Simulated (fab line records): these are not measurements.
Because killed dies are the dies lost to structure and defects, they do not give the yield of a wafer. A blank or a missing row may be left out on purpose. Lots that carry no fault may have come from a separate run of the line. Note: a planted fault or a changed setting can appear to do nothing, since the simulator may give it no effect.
fab line records	flow sky130	part 1 of 2: steps 1 to 26 of 40
record lots=5	wafers=15	last-day=49
route steps=708 shown CAP2M@611 METAL4@621 VIA4@639
lots that met no fault: taken from a fault-free run of the same line
start-h: start of the lot's first displayed wafer, in hours after the record's first day	wait-h: how many hours have passed since the lot's step before this one	" the same as in the row above	L1.1+2: one row covering several wafers at once	- either no value or no given start	* or withheld: withheld	< > ~ a bound
route shown NAME@n: a module of which the file shows steps, and the number in the route of the first	usual: average and standard deviation across the fault-free wafers	same: alike in all rows	chamber/n: place in a boat	sites: each site's reading	_std_site: standard deviation of those values	_edge_site: inner sites' mean taken away from outer sites' mean	radius-mm: for every site, how far away it sits from the centre of the wafer	mask NAME#n: copy n	behind: the tool/chamber that last shaped the wafer	hold: why the lot was held/for how many hours/how that ended	device: transistor that didn't switch, given as n, p or np	end of line: at the end of the route, the tests of the same wafers	step lacking rows: just its recipe	killed: the dies lost at the first sort to structure and to defects; this is not the yield of the wafer	map: per-die view of a wafer (x killed, . not killed, _ where there is no die)
set.NAME: the setting as run; set.NAME@STEP: as run at that earlier step	model.NAME: the simulator's own value behind a step, which no gauge read
lots at selected steps of the route; one table per step, one row per wafer
services: a tool's chamber out of use, with start hour (start-h, from the record's first day; less than 0 if before it), hours out, and reason
## steps
# step SKY_CAP2M_SOFTBAKE_08
# recipe temp-c=90	time-s=60	resist=NOVOLAK
lot.wafer	tool	chamber	start-h	wait-h
L076.3+5+6	litho-track-03	0	956.42	0.1
L077.1+2+3	litho-track-04	0	959.74	0.1
L078.1+2+3	litho-track-04	0	966.09	0.1
L085.4+5+6	litho-track-04	0	1025.86	0.1
L090.2+3+5	litho-track-03	0	1055.20	0.1
# step SKY_CAP2M_EXPOSE_09
# recipe mask-id=CAP2M	na=0.6	source-shape=conventional	sigma-outer=0.6	polarization=unpolarized	target-cd-nm=1000	dose-mj=159
lot.wafer	tool	chamber	start-h	wait-h	mask
L076.3+5+6	iline-stepper-01	0	-	-	CAP2M#0
L077.1+2+3	iline-stepper-02	0	-	-	CAP2M#0
L078.1+2+3	iline-stepper-02	0	-	-	CAP2M#0
L085.4+5+6	iline-stepper-02	0	-	-	CAP2M#0
L090.2+3+5	iline-stepper-01	0	-	-	CAP2M#0
# step SKY_CAP2M_PEB_10
# recipe temp-c=withheld	time-s=*	resist=NOVOLAK
lot.wafer	tool	chamber	start-h	wait-h
L076.3+5+6	litho-track-04	0	-	-
L077.1+2+3	litho-track-01	0	-	-
L078.1+2+3	litho-track-03	0	-	-
L085.4+5+6	litho-track-03	0	-	-
L090.2+3+5	litho-track-01	0	-	-
# step SKY_CAP2M_DEVELOP_11
# recipe resist=NOVOLAK	developer=TMAH	develop-time-s=60	dev-temp-c=23
lot.wafer	tool	chamber	start-h	wait-h
L076.3+5+6	litho-track-04	0	968.29	0.1
L077.1+2+3	litho-track-01	0	970.97	0.1
L078.1+2+3	litho-track-03	0	977.87	0.1
L085.4+5+6	litho-track-03	0	1036.90	0.1
L090.2+3+5	litho-track-01	0	1065.65	0.1
# step SKY_CAP2M_OVL_MEAS_12
# usual CAP2M_OVL=-0.2/1.8
lot.wafer	tool	chamber	start-h	wait-h	CAP2M_OVL[nm]
L076.3	overlay-01	-	968.40	0.1	2.7
L076.5	"	-	"	"	3.4
L076.6	"	-	"	"	3.3
L077.1	overlay-02	-	971.12	0.1	-2.0
L077.2	"	-	"	"	-1.9
L077.3	"	-	"	"	0.3
L078.1	overlay-01	-	978.02	0.1	-0.2
L078.2	"	-	"	"	0.6
L078.3	"	-	"	"	-1.8
L085.4	overlay-01	-	1036.99	0.1	-0.5
L085.5	"	-	"	"	-0.1
L085.6	"	-	"	"	1.0
L090.2	overlay-01	-	1065.78	0.1	1.5
L090.3	"	-	"	"	1.8
L090.5	"	-	"	"	4.3
# step SKY_CAP2M_METAL_ETCH_13
# recipe target-depth-nm=220	stop-on=SiO2	chemistry=Cl2/BCl3	target=TiN	pressure-mtorr=10	icp-w=900	bias-w=48.5	Cl2_flow_sccm=60	bcl3-flow-sccm=30	time-s=62.9
# usual bias-w=48.52/0.14	drypump-motor-current-A=5.9/0.34	oes-product-au=0.938/0.0073	throttle-valve-pct=21.904/0.0097
lot.wafer	tool	chamber	start-h	wait-h	bias-w	drypump-motor-current-A	oes-product-au	rf-hours-counter-h	throttle-valve-pct
L076.3	rie-metal-02	1	968.45	0.0	48.45	5.4	0.955	-	21.900
L076.5	"	0	"	"	48.44	6.3	0.945	-	21.893
L076.6	"	1	"	"	48.54	5.4	0.953	-	21.910
L077.1	rie-metal-03	0	971.16	0.0	48.51	5.5	0.944	8	21.898
L077.2	"	1	"	"	48.23	5.6	0.933	15	21.902
L077.3	"	0	"	"	48.45	5.5	0.932	-	21.898
L078.1	rie-metal-03	0	978.06	0.0	48.53	5.5	0.937	9	21.898
L078.2	"	1	"	"	48.55	5.6	0.930	15	21.913
L078.3	"	0	"	"	48.51	5.5	0.937	-	21.908
L085.4	rie-metal-04	0	1037.03	0.0	48.54	6.2	0.936	-	21.906
L085.5	"	0	"	"	48.63	6.2	0.948	-	21.892
L085.6	"	1	"	"	48.90	6.0	0.941	-	21.906
L090.2	rie-metal-02	1	1065.81	0.0	48.31	5.4	0.934	18	21.921
L090.3	"	1	"	"	48.18	5.4	0.930	-	21.918
L090.5	"	0	"	"	48.44	6.2	0.931	-	21.904
# step SKY_CAP2M_STRIP_14
# recipe chemistry=O2/N2	power-w=1400	pressure-mtorr=1500	platen-temp-c=withheld	o2-flow-sccm=3000	n2-flow-sccm=300	overash-fraction=0.5
# usual drypump-motor-current-A=6.0/0.5	oes-product-au=0.710/0.0044	strip-time-to-endpoint-s=12.64/0.053
lot.wafer	tool	chamber	start-h	wait-h	drypump-motor-current-A	oes-product-au	rf-hours-counter-h	strip-time-to-endpoint-s
L076.3	plasma-asher-03	0	968.53	0.1	5.8	0.704	-	12.69
L076.5	"	1	"	"	5.3	0.706	-	12.69
L076.6	"	0	"	"	5.8	0.718	-	12.69
L077.1	plasma-asher-02	0	971.24	0.1	6.3	0.710	82	12.61
L077.2	"	1	"	"	5.8	0.709	82	12.63
L077.3	"	1	"	"	5.9	0.709	-	12.68
L078.1	plasma-asher-03	1	978.13	0.1	5.3	0.704	23	12.57
L078.2	"	0	"	"	5.8	0.709	23	12.62
L078.3	"	0	"	"	5.8	0.705	-	12.59
L085.4	plasma-asher-02	0	1037.12	0.1	6.3	0.715	-	12.66
L085.5	"	1	"	"	5.8	0.712	-	12.68
L085.6	"	0	"	"	6.3	0.711	-	12.71
L090.2	plasma-asher-04	1	1065.89	0.1	5.3	0.710	0	12.61
L090.3	"	1	"	"	5.3	0.712	-	12.63
L090.5	"	1	"	"	5.3	0.706	-	12.60
# step SKY_CAP2M_STRIP_15
# recipe chemistry=post-etch-residue-remover	time-s=1200	temp-c=72.5
# usual temp-c=72.53/0.1
lot.wafer	tool	chamber	start-h	wait-h	temp-c
L076.3	wet-bench-01	3	968.60	0.0	72.66
L076.5	"	3	"	"	72.44
L076.6	"	3	"	"	72.65
L077.1	wet-bench-03	2	971.34	0.1	72.33
L077.2	"	2	"	"	72.38
L077.3	"	2	"	"	72.34
L078.1	wet-bench-04	1	978.23	0.1	72.46
L078.2	"	1	"	"	72.54
L078.3	"	1	"	"	72.57
L085.4	wet-bench-01	2	1037.18	0.0	72.50
L085.5	"	2	"	"	72.77
L085.6	"	2	"	"	72.59
L090.2	wet-bench-01	3	1065.99	0.1	72.55
L090.3	"	3	"	"	72.57
L090.5	"	3	"	"	72.58
# step SKY_CAP2M_CLEAN_16
# recipe chemistry=IPA	time-s=180	temp-c=25
# usual temp-c=25.02/0.083
lot.wafer	tool	chamber	start-h	wait-h	temp-c
L076.3	wet-bench-03	1	968.97	0.0	24.98
L076.5	"	1	"	"	24.92
L076.6	"	1	"	"	24.99
L077.1	wet-bench-04	1	971.68	0.0	25.05
L077.2	"	1	"	"	25.04
L077.3	"	1	"	"	25.09
L078.1	wet-bench-01	1	978.58	0.0	24.96
L078.2	"	1	"	"	24.98
L078.3	"	1	"	"	25.04
L085.4	wet-bench-04	0	1037.56	0.0	25.08
L085.5	"	0	"	"	25.08
L085.6	"	0	"	"	24.95
L090.2	wet-bench-03	0	1066.80	0.0	25.11
L090.3	"	0	"	"	25.22
L090.5	"	0	"	"	25.01
# step SKY_CAP2M_CLEAN_17
# recipe chemistry=O3/DIW	dry=n2-spin
lot.wafer	tool	chamber	start-h	wait-h
L076.3+5+6	wet-bench-01	3	969.03	0.0
L077.1+2+3	wet-bench-01	3	971.74	0.0
L078.1+2+3	wet-bench-04	3	978.64	0.0
L085.4+5+6	wet-bench-01	2	1037.62	0.0
L090.2+3+5	wet-bench-01	0	1066.86	0.0
# step SKY_METAL4_DEHYDRATE_05
# recipe temp-c=200	time-s=60
lot.wafer	tool	chamber	start-h	wait-h
L076.3+5+6	litho-track-04	0	979.99	10.9
L077.1+2+3	litho-track-01	0	983.37	11.5
L078.1+2+3	litho-track-02	0	989.63	10.9
L085.4+5+6	litho-track-02	0	1048.11	10.4
L090.2+3+5	litho-track-04	0	1076.61	9.5
# step SKY_METAL4_HMDS_06
# recipe prime-time-s=60	prime-temp-c=120
# usual prime-temp-c=120.00/0.15
lot.wafer	tool	chamber	start-h	wait-h	prime-temp-c
L076.3	litho-track-04	0	980.14	0.1	120.03
L076.5	"	0	"	"	120.18
L076.6	"	0	"	"	120.05
L077.1	litho-track-01	0	983.52	0.1	120.01
L077.2	"	0	"	"	119.89
L077.3	"	0	"	"	120.14
L078.1	litho-track-02	0	989.78	0.1	119.96
L078.2	"	0	"	"	120.04
L078.3	"	0	"	"	119.81
L085.4	litho-track-02	0	1048.26	0.1	120.13
L085.5	"	0	"	"	120.09
L085.6	"	0	"	"	120.11
L090.2	litho-track-04	0	1076.76	0.1	120.38
L090.3	"	0	"	"	120.20
L090.5	"	0	"	"	120.19
# step SKY_METAL4_COAT_07
# recipe resist=BARC	temp-c=withheld	time-s=withheld	spin-rpm=3000	resist-thk-nm=60
# usual dispense-pressure-kPa=51/4.2
lot.wafer	tool	chamber	start-h	wait-h	dispense-pressure-kPa
L076.3	litho-track-04	0	980.29	0.1	59
L076.5	"	0	"	"	59
L076.6	"	0	"	"	59
L077.1	litho-track-01	0	983.67	0.1	49
L077.2	"	0	"	"	49
L077.3	"	0	"	"	49
L078.1	litho-track-02	0	989.93	0.1	48
L078.2	"	0	"	"	48
L078.3	"	0	"	"	48
L085.4	litho-track-02	0	1048.41	0.1	48
L085.5	"	0	"	"	48
L085.6	"	0	"	"	48
L090.2	litho-track-04	0	1076.91	0.1	59
L090.3	"	0	"	"	59
L090.5	"	0	"	"	59
# step SKY_METAL4_COAT_08
# recipe resist=KrF-thick	spin-rpm=3000	resist-thk-nm=1140
# usual dispense-pressure-kPa=51/4.2
lot.wafer	tool	chamber	start-h	wait-h	dispense-pressure-kPa
L076.3	litho-track-04	0	-	-	59
L076.5	"	0	"	"	59
L076.6	"	0	"	"	59
L077.1	litho-track-01	0	-	-	49
L077.2	"	0	"	"	49
L077.3	"	0	"	"	49
L078.1	litho-track-02	0	-	-	48
L078.2	"	0	"	"	48
L078.3	"	0	"	"	48
L085.4	litho-track-02	0	-	-	48
L085.5	"	0	"	"	48
L085.6	"	0	"	"	48
L090.2	litho-track-04	0	-	-	59
L090.3	"	0	"	"	59
L090.5	"	0	"	"	59
# step SKY_METAL4_SOFTBAKE_09
# recipe temp-c=100	time-s=90	resist=KrF-thick
lot.wafer	tool	chamber	start-h	wait-h
L076.3+5+6	litho-track-04	0	-	-
L077.1+2+3	litho-track-01	0	-	-
L078.1+2+3	litho-track-02	0	-	-
L085.4+5+6	litho-track-02	0	-	-
L090.2+3+5	litho-track-04	0	-	-
# step SKY_METAL4_EXPOSE_10
# recipe mask-id=MM4	na=0.68	source-shape=annular	sigma-inner=0.4	sigma-outer=0.8	target-cd-nm=300	dose-mj=28
lot.wafer	tool	chamber	start-h	wait-h	mask
L076.3+5+6	krf-scanner-01	0	-	-	MM4#0
L077.1+2+3	krf-scanner-01	0	-	-	MM4#0
L078.1+2+3	krf-scanner-02	0	-	-	MM4#0
L085.4+5+6	krf-scanner-01	0	-	-	MM4#0
L090.2+3+5	krf-scanner-01	0	-	-	MM4#0
# step SKY_METAL4_PEB_11
# recipe peb-temp-c=withheld	peb-time-s=withheld	resist=KrF-thick
lot.wafer	tool	chamber	start-h	wait-h
L076.3+5+6	litho-track-01	0	-	-
L077.1+2+3	litho-track-04	0	-	-
L078.1+2+3	litho-track-01	0	-	-
L085.4+5+6	litho-track-01	0	-	-
L090.2+3+5	litho-track-02	0	-	-
# step SKY_METAL4_DEVELOP_12
# recipe develop-time-s=60	resist=KrF-thick	dev-temp-c=21
lot.wafer	tool	chamber	start-h	wait-h
L076.3+5+6	litho-track-01	0	-	-
L077.1+2+3	litho-track-04	0	-	-
L078.1+2+3	litho-track-01	0	-	-
L085.4+5+6	litho-track-01	0	-	-
L090.2+3+5	litho-track-02	0	-	-
# step SKY_METAL4_CD_MEAS_13
# recipe target-cd-nm=300
# usual cd-nm=300.1/1.5
lot.wafer	tool	chamber	start-h	wait-h	cd-nm
L076.3	cd-sem-01	-	992.11	-	299.5
L076.5	"	-	"	"	300.3
L076.6	"	-	"	"	299.9
L077.1	cd-sem-01	-	995.54	-	298.5
L077.2	"	-	"	"	298.5
L077.3	"	-	"	"	300.0
L078.1	cd-sem-02	-	1002.12	-	302.1
L078.2	"	-	"	"	303.0
L078.3	"	-	"	"	301.3
L085.4	cd-sem-02	-	1059.78	-	297.8
L085.5	"	-	"	"	296.7
L085.6	"	-	"	"	297.2
L090.2	cd-sem-01	-	1087.25	-	299.8
L090.3	"	-	"	"	300.1
L090.5	"	-	"	"	300.0
# step SKY_METAL4_OVL_MEAS_14
# usual METAL4_OVL=-4/4.2
lot.wafer	tool	chamber	start-h	wait-h	METAL4_OVL[nm]
L076.3	overlay-02	-	992.21	0.1	-3
L076.5	"	-	"	"	-4
L076.6	"	-	"	"	-8
L077.1	overlay-02	-	995.66	0.1	-7
L077.2	"	-	"	"	-8
L077.3	"	-	"	"	-3
L078.1	overlay-02	-	1002.24	0.1	2
L078.2	"	-	"	"	0
L078.3	"	-	"	"	-2
L085.4	overlay-01	-	1059.86	0.1	0
L085.5	"	-	"	"	-10
L085.6	"	-	"	"	-7
L090.2	overlay-02	-	1087.36	0.1	-7
L090.3	"	-	"	"	-4
L090.5	"	-	"	"	-8
# step SKY_METAL4_DESCUM_15
# recipe chemistry=O2	source-power-w=150	bias-power-w=0	pressure-mtorr=10	temp-c=40	time-s=8
# usual drypump-motor-current-A=5.8/0.38	oes-product-au=1.005/0.012	temp-c=39.99/0.12
# same bias-power-w=0
lot.wafer	tool	chamber	start-h	wait-h	drypump-motor-current-A	oes-product-au	rf-hours-counter-h	temp-c
L076.3	rie-metal-03	1	992.24	0.0	5.6	0.993	-	39.87
L076.5	"	1	"	"	5.6	1.005	-	40.00
L076.6	"	0	"	"	5.5	1.011	-	39.99
L077.1	rie-metal-04	0	995.69	0.0	6.2	1.014	9	40.23
L077.2	"	1	"	"	6.0	1.005	14	39.79
L077.3	"	1	"	"	5.9	1.003	-	39.86
L078.1	rie-metal-03	1	1002.28	0.0	5.6	0.997	16	39.82
L078.2	"	0	"	"	5.5	0.994	10	40.02
L078.3	"	1	"	"	5.6	0.990	-	40.10
L085.4	rie-metal-01	1	1059.89	0.0	5.0	0.978	-	39.84
L085.5	"	0	"	"	6.3	0.990	-	39.95
L085.6	"	1	"	"	5.0	0.981	-	39.90
L090.2	rie-metal-04	1	1087.39	0.0	5.9	1.007	20	39.94
L090.3	"	0	"	"	6.2	1.020	-	39.91
L090.5	"	0	"	"	6.2	1.014	-	40.06
# step SKY_METAL4_ETCH_16
# recipe chemistry=N2/H2	target=BARC	ion-energy-ev=200	bias-w=100	pressure-mtorr=30	n2-flow-sccm=100	h2-flow-sccm=200	icp-w=500	stop-on=SiO2	time-s=88.2	target-depth-a=600
# usual bias-w=99.97/0.29	drypump-motor-current-A=5.8/0.38	oes-product-au=0.625/0.0043	throttle-valve-pct=13.206/0.0089
lot.wafer	tool	chamber	start-h	wait-h	bias-w	drypump-motor-current-A	oes-product-au	rf-hours-counter-h	throttle-valve-pct
L076.3	rie-metal-03	1	992.29	0.0	100.06	5.6	0.628	-	13.202
L076.5	"	1	"	"	100.02	5.6	0.629	-	13.200
L076.6	"	0	"	"	99.91	5.5	0.624	-	13.217
L077.1	rie-metal-04	0	995.72	0.0	99.73	6.2	0.620	9	13.221
L077.2	"	1	"	"	100.21	6.0	0.617	14	13.213
L077.3	"	1	"	"	100.04	6.0	0.630	-	13.222
L078.1	rie-metal-03	1	1002.31	0.0	100.14	5.6	0.629	16	13.210
L078.2	"	0	"	"	99.77	5.5	0.618	10	13.200
L078.3	"	1	"	"	99.98	5.6	0.627	-	13.220
L085.4	rie-metal-01	1	1059.95	0.0	100.29	5.0	0.627	-	13.212
L085.5	"	0	"	"	100.39	6.4	0.622	-	13.208
L085.6	"	1	"	"	100.85	5.0	0.627	-	13.193
L090.2	rie-metal-04	1	1087.42	0.0	100.05	5.9	0.634	20	13.203
L090.3	"	0	"	"	100.02	6.2	0.623	-	13.199
L090.5	"	0	"	"	99.82	6.2	0.632	-	13.204
# step SKY_METAL4_ETCH_17
# recipe target=SiO2	stop-on=TiN	chemistry=C4F8/O2/Ar	source-w=1500	bias-w=1200	pressure-mtorr=40	c4f8-flow-sccm=withheld	O2_flow_sccm=6	Ar_flow_sccm=300	time-s=3.9	target-depth-a=150
# usual bias-w=1201/4.1	oes-product-au=0.752/0.0078
lot.wafer	tool	chamber	start-h	wait-h	bias-w	oes-product-au	rf-hours-counter-h
L076.3	rie-diel-01	1	992.36	0.0	1201	0.743	18
L076.5	"	3	"	"	1198	0.758	-
L076.6	"	2	"	"	1198	0.757	-
L077.1	rie-diel-03	2	995.82	0.1	1203	0.751	5
L077.2	"	3	"	"	1196	0.748	8
L077.3	"	0	"	"	1202	0.751	17
L078.1	rie-diel-03	0	1002.41	0.1	1199	0.749	17
L078.2	"	3	"	"	1200	0.759	8
L078.3	"	2	"	"	1204	0.752	5
L085.4	rie-diel-02	0	1060.01	0.0	1200	0.775	7
L085.5	"	2	"	"	1199	0.764	-
L085.6	"	3	"	"	1197	0.755	-
L090.2	rie-diel-03	1	1087.52	0.1	1191	0.755	9
L090.3	"	3	"	"	1200	0.740	9
L090.5	"	3	"	"	1206	0.750	-
# step SKY_METAL4_METAL_ETCH_18
# recipe target-depth-a=8450	stop-on=SiO2	over-etch-frac=0.3	time-s=183.1	chemistry=Cl2/BCl3	resist-sidewall-deg=88	pressure-mtorr=10	icp-w=900	bias-w=48.5	Cl2_flow_sccm=60	bcl3-flow-sccm=30
# usual bias-w=48.53/0.15	drypump-motor-current-A=5.8/0.46	oes-product-au=0.863/0.0057	throttle-valve-pct=22.264/0.0086
lot.wafer	tool	chamber	start-h	wait-h	bias-w	drypump-motor-current-A	oes-product-au	rf-hours-counter-h	throttle-valve-pct
L076.3	rie-metal-01	1	992.44	0.1	48.55	5.0	0.869	-	22.275
L076.5	"	1	"	"	48.56	5.0	0.868	-	22.257
L076.6	"	0	"	"	48.34	6.3	0.865	-	22.252
L077.1	rie-metal-01	0	995.84	0.0	48.68	6.3	0.859	12	22.274
L077.2	"	1	"	"	48.68	5.0	0.867	9	22.251
L077.3	"	1	"	"	48.47	5.0	0.870	-	22.270
L078.1	rie-metal-04	0	1002.43	0.0	48.60	6.2	0.868	10	22.269
L078.2	"	1	"	"	48.58	6.0	0.859	15	22.258
L078.3	"	0	"	"	48.71	6.2	0.855	-	22.270
L085.4	rie-metal-04	1	1060.09	0.1	48.45	5.9	0.860	-	22.265
L085.5	"	1	"	"	48.48	5.9	0.869	-	22.261
L085.6	"	0	"	"	48.63	6.2	0.860	-	22.276
L090.2	rie-metal-03	0	1087.54	0.0	48.70	5.5	0.859	15	22.258
L090.3	"	1	"	"	48.59	5.6	0.855	-	22.270
L090.5	"	0	"	"	48.52	5.5	0.865	-	22.267
# step SKY_METAL4_STRIP_19
# recipe chemistry=O2/N2	power-w=1400	pressure-mtorr=1500	platen-temp-c=withheld	o2-flow-sccm=3000	n2-flow-sccm=300	overash-fraction=0.5
# usual drypump-motor-current-A=5.6/0.5	oes-product-au=0.501/0.006	strip-time-to-endpoint-s=6.50/0.1
lot.wafer	tool	chamber	start-h	wait-h	drypump-motor-current-A	oes-product-au	rf-hours-counter-h	strip-time-to-endpoint-s
L076.3	plasma-asher-04	0	992.59	0.1	6.8	0.508	-	6.63
L076.5	"	1	"	"	5.3	0.505	-	6.65
L076.6	"	0	"	"	6.8	0.503	-	6.53
L077.1	plasma-asher-01	0	996.02	0.1	5.2	0.504	53	6.57
L077.2	"	1	"	"	5.5	0.501	53	6.63
L077.3	"	1	"	"	5.5	0.511	-	6.67
L078.1	plasma-asher-01	0	1002.61	0.1	5.2	0.494	54	6.25
L078.2	"	1	"	"	5.5	0.498	54	6.45
L078.3	"	1	"	"	5.5	0.493	-	6.37
L085.4	plasma-asher-01	0	1060.24	0.1	5.2	0.502	-	6.46
L085.5	"	1	"	"	5.5	0.496	-	6.42
L085.6	"	0	"	"	5.2	0.501	-	6.31
L090.2	plasma-asher-01	0	1087.71	0.1	5.2	0.495	63	6.48
L090.3	"	1	"	"	5.4	0.497	-	6.50
L090.5	"	0	"	"	5.2	0.500	-	6.48
# step SKY_METAL4_STRIP_20
# recipe chemistry=post-etch-residue-remover	time-s=1200	temp-c=72.5
# usual temp-c=72.53/0.11
lot.wafer	tool	chamber	start-h	wait-h	temp-c
L076.3	wet-bench-01	0	992.66	0.0	72.61
L076.5	"	0	"	"	72.64
L076.6	"	0	"	"	72.49
L077.1	wet-bench-02	1	996.12	0.1	72.52
L077.2	"	1	"	"	72.51
L077.3	"	1	"	"	72.48
L078.1	wet-bench-02	2	1002.71	0.1	72.32
L078.2	"	2	"	"	72.40
L078.3	"	2	"	"	72.48
L085.4	wet-bench-01	1	1060.31	0.0	72.49
L085.5	"	1	"	"	72.47
L085.6	"	1	"	"	72.54
L090.2	wet-bench-01	3	1087.81	0.1	72.46
L090.3	"	3	"	"	72.33
L090.5	"	3	"	"	72.41
